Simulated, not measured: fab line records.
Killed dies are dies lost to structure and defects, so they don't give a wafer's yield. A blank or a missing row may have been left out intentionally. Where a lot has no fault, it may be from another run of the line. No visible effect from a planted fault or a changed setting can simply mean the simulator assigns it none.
Struck lot and sound lot, side by side | flow sky130 | 40 steps out of a route of 708
Sound: wafers L897.1, L897.3, L897.6. Struck: wafers L886.1, L886.2, L886.4. Last of all comes the cause.
At each step with rows: each side's tool, then ch and its chambers, then its first start. Under that, the readings that differ: sound wafers | struck wafers | difference of the means | sigmas: that difference in standard deviations of wafers without a fault.
alike: same words and numbers on both sides, and readings whose means sit less than 2 such deviations apart. not compared: any withheld reading, any reading some wafer has no value for, any bound like >300 that may hide the same value, and any number with overlapping values for which the record gives no deviation.
The two part at a step that has a row with sigmas, a row that says differs or no value, or rows on one side only. Numbers that don't overlap but have no deviation are shown without sigmas and don't part them. Lack of a reading on every wafer of one side parts them only where that side has two or more wafers.

first, 11 steps without rows for these wafers: SKY_FIELD_ISO_DEHYDRATE_05 (time 60 s); SKY_FIELD_ISO_HMDS_06 (prime time 60 s); SKY_FIELD_ISO_COAT_07 (resist thk 60 nm); SKY_FIELD_ISO_COAT_08 (resist thk 450 nm); SKY_FIELD_ISO_SOFTBAKE_09 (time 90 s); SKY_FIELD_ISO_EXPOSE_10 (exposes mask FOM, target cd 150 nm); SKY_FIELD_ISO_PEB_11; SKY_FIELD_ISO_DEVELOP_12 (develop time 60 s); SKY_FIELD_ISO_ETCH_14 (etches BARC in N2/H2, stops on SiO2, time 45.9 s, target depth 60 nm); SKY_FIELD_ISO_ETCH_15 (etches the open film in CHF3/O2, stops on Si, target depth 180 nm, time 72 s); SKY_FIELD_ISO_STRIP_16 (strips in O2/N2).
SKY_FIELD_ISO_ETCH_17: etches Si in HBr/Cl2/O2, target depth 342 nm, time 97.7 s.
  sound on rieSi-02 ch 1,3, day 7 04:45; struck on rieSi-02 ch 0,2,3, day 4 18:07
  no value came back on the struck wafers for biasW (W), rfFwdPowerW (W); on the sound wafers biasW (W) reads 149.7 149.6 149.9
reading                                    | sound             | struck            | difference | sigmas
runLengthS (s)                             | 126.4 126.0 126.1 | 93.2 93.5 93.4    | -32.8      | -89
model.etch.depthNm (nm)                    | 346 349.3 349.8   | 226.7 231.9 227.8 | -119.6     | 
model.FIELD_ISO.featureDepthNm (nm)        | 346 349.3 349.8   | 226.7 231.9 227.8 | -119.6     | 
model.Si3N4_of_FIELD_ISO_CVD_03.thkNm (nm) | 146.9 147.7 147.7 | 154.8 155.5 156.1 | +8.0       | 
  alike: HBr_flow_sccm, drypumpMotorCurrentA, heBacksideLeakSccm, oesProductAu, throttleValvePct
  not compared: rfHoursCounterH
then, 8 steps without rows for these wafers: SKY_FIELD_ISO_WET_ETCH_18 (etches Si3N4 in H3PO4, target depth 25 nm, time 286 s); SKY_FIELD_ISO_CLEAN_19 (cleans in SC1/SC2, time 150 s); SKY_FIELD_ISO_CLEAN_20 (cleans in dHF, time 20 s); SKY_FIELD_ISO_WET_ETCH_21 (etches SiO2 in dHF, target depth 20 nm, time 400 s); SKY_FIELD_ISO_OXIDATION_22 (stabilise 600 s, purge 300 s, target thk 10 nm); SKY_FIELD_ISO_CVD_24 (deposits SiO2, target thk 595 nm, time 99.2 s); SKY_FIELD_ISO_ANNEAL_26 (time 1800 s); SKY_FIELD_ISO_CMP_27 (polishes, stops on Si3N4, t overpolish 16 s, target thk 457.8 nm).
SKY_FIELD_ISO_WET_ETCH_28: etches SiO2 in dHF, target depth 23.7 nm, time 47 s.
  sound on wetBench-04 ch 3, day 7 09:08; struck on wetBench-01 ch 3, day 4 22:48
reading                                    | sound             | struck          | difference | sigmas
model.Si3N4_of_FIELD_ISO_CVD_03.thkNm (nm) | 116.8 117.7 117.7 | 123.3 124 124.5 | +6.5       | 
  alike: runLengthS
then, 16 steps without rows for these wafers: SKY_FIELD_ISO_WET_ETCH_29 (etches Si3N4 in H3PO4, target depth 160 nm, time 1825 s); SKY_FIELD_ISO_WET_ETCH_30 (etches SiO2 in dHF, target depth 25 nm, time 50 s); SKY_NWELL_CLEAN_00 (cleans in SC1/SC2, time 150 s); SKY_NWELL_OXIDATION_01 (stabilise 600 s, purge 300 s, target thk 10 nm); SKY_DNWELL_DEHYDRATE_00 (time 60 s); SKY_DNWELL_HMDS_01 (prime time 60 s); SKY_DNWELL_COAT_02 (resist thk 3000 nm); SKY_DNWELL_SOFTBAKE_03; SKY_DNWELL_EXPOSE_04 (exposes mask DNM, target cd 3000 nm); SKY_DNWELL_PEB_05; SKY_DNWELL_DEVELOP_06 (develop time 60 s); SKY_DNWELL_IMPLANT_07; SKY_DNWELL_STRIP_08 (strips in O2/N2); SKY_PWDE_DEHYDRATE_00 (time 60 s); SKY_PWDE_HMDS_01 (prime time 60 s); SKY_PWDE_COAT_02 (resist thk 3000 nm).
-- the record jumps here: 37 days lie between the struck wafers' starts before and after (it left off in module PWDE and takes up again in module METAL3, whose first step shown is number 565 of the route) --
SKY_METAL3_DESCUM_15: chemistry O2, time 8 s.
  sound on rieMetal-03 ch 0,1, day 44 21:04; struck on rieMetal-02 ch 0,1, day 42 07:12
reading                | sound           | struck          | difference | sigmas
model.METAL3.cdNm (nm) | 299.4 300.2 301 | 311 310.7 311.7 | +11        | 
  alike: drypumpMotorCurrentA, heBacksideLeakSccm, oesProductAu, rfFwdPowerW
  not compared: rfHoursCounterH
SKY_METAL3_METAL_ETCH_18: etches the open film in Cl2/BCl3, stops on SiO2, target depth 845 nm, time 183.1 s.
  sound on rieMetal-02 ch 0,1, day 44 21:13; struck on rieMetal-01 ch 0,1, day 42 07:21
reading                | sound           | struck            | difference | sigmas
model.METAL3.cdNm (nm) | 302 298.3 304.3 | 315.9 316.9 320.7 | +16.3      | 
  alike: biasW, drypumpMotorCurrentA, heBacksideLeakSccm, oesProductAu, rfFwdPowerW, runLengthS, throttleValvePct
  not compared: rfHoursCounterH
-- the record jumps here: 6 days lie between the struck wafers' starts before and after (it left off in module METAL3 and takes up again in module PAD_OPEN, whose first step shown is number 708 of the route) --
SKY_PAD_OPEN_PROBE_99:
  sound on prober-01 at day 50 18:49; struck on prober-02 at day 48 19:05
reading                               | sound                         | struck                       | difference | sigmas
killed_at_M0_to_M3                    | 43 28 26                      | 49 47 56                     | +18        | +3
model.etest.res_p_drift_20v.lineOhmUm | 1.225e+04 1.264e+04 1.278e+04 | 7954 8004 7826               | -4629      | 
model.etest.pfet_16v.rOnOhmUm         | 1.509e+04 1.526e+04 1.534e+04 | 1.254e+04 1.262e+04 1.26e+04 | -2.643e+03 | 
model.etest.res_p_drift_20v.rsOhmSq   | 1.027e+04 1.071e+04 1.066e+04 | 6559 6675 6592               | -3938      | 
model.etest.resIsoPwell.rsOhmSq       | 3112 3231 3269                | 1909 1929 1896               | -1293      | 
model.etest.resIsoPwell.lineOhmUm     | 1168 1256 1234                | 710.9 728.5 710.5            | -502.7     | 
model.etest.resNwell.lineOhmUm        | 1138 1148 1146                | 899.3 932.3 909.2            | -230.4     | 
model.etest.resNwell.rsOhmSq          | 959.2 964.4 968.4             | 752.4 754.6 746.5            | -212.8     | 
model.etest.capPolyToWell.cAfUm2      | 90.65 90.81 90.8              | 132.9 127.1 130.6            | +39.4      | 
  alike: killed_at_M4_up, killedAtContacts, killedAtFrontEnd, killedAtOther, killedDies, killedOpen, killedShort

== WHERE THEY PART ==
Earliest at SKY_FIELD_ISO_ETCH_17; latest, in this record, at SKY_PAD_OPEN_PROBE_99.

WHY: the cause the simulator had injected
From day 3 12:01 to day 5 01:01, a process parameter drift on rieSi-02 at SKY_FIELD_ISO_ETCH_17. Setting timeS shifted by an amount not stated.
